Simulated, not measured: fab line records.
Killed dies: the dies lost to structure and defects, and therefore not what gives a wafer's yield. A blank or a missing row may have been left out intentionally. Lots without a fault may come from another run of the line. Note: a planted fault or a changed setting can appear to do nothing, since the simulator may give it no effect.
Chamber matching :: flow sky130 :: SKY_CONTACT_ETCH_17 on rie_diel-02 has 4 sister chambers
The step etches SiO2 in C4F8/O2/Ar, stops on Si3N4, target depth 340 nm. 4 wafers are shown with their chamber, then 8 later ones without.

== WAFERS WITH THEIR CHAMBER ==
wafer: L086.1
chamber: 1
oes_product_au (a.u.): 0.894

wafer: L089.2
chamber: 2
oes_product_au (a.u.): 0.887

wafer: L089.6
chamber: 3
oes_product_au (a.u.): 0.896

wafer: L093.1
chamber: 0
oes_product_au (a.u.): 0.888

== WAFERS MISSING THEIR CHAMBER ==
wafer: L093.2
oes_product_au (a.u.): 0.888

wafer: L093.6
oes_product_au (a.u.): 0.888

wafer: L094.1
oes_product_au (a.u.): 0.887

wafer: L094.3
oes_product_au (a.u.): 0.886

wafer: L094.6
oes_product_au (a.u.): 0.891

wafer: L097.1
oes_product_au (a.u.): 0.896

wafer: L097.2
oes_product_au (a.u.): 0.894

wafer: L097.5
oes_product_au (a.u.): 0.888

== EACH ONE'S CHAMBER ==
wafer: L093.2
from the rows above: can't be placed: 0 or 2
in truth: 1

wafer: L093.6
from the rows above: can't be placed: 0 or 2
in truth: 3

wafer: L094.1
from the rows above: can't be placed: 2 or 0
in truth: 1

wafer: L094.3
from the rows above: can't be placed: 2 or 0
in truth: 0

wafer: L094.6
from the rows above: can't be placed: 0 or 1 or 2 or 3
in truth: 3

wafer: L097.1
from the rows above: can't be placed: 3 or 1
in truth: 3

wafer: L097.2
from the rows above: can't be placed: 1 or 3
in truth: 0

wafer: L097.5
from the rows above: can't be placed: 0 or 2
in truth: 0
0 of 8 placed correctly. Unplaceable from these rows: 8, with the true chamber sitting among the candidates in 4. Wrongly placed: 0.
How it was worked out, from the rows above alone: a wafer's distance from a chamber is the root of the sum, over the readings, of the square of ((its reading less the chamber's mean) divided by the reading's scatter). If the next closest chamber is less than 2 further off than the closest, the wafer can't be placed; otherwise it belongs to the closest. The mean given for a chamber averages the wafers shown for that chamber. The scatter: root of mean squared gap, hidden wafer to nearest shown wafer, with one shown wafer a chamber.
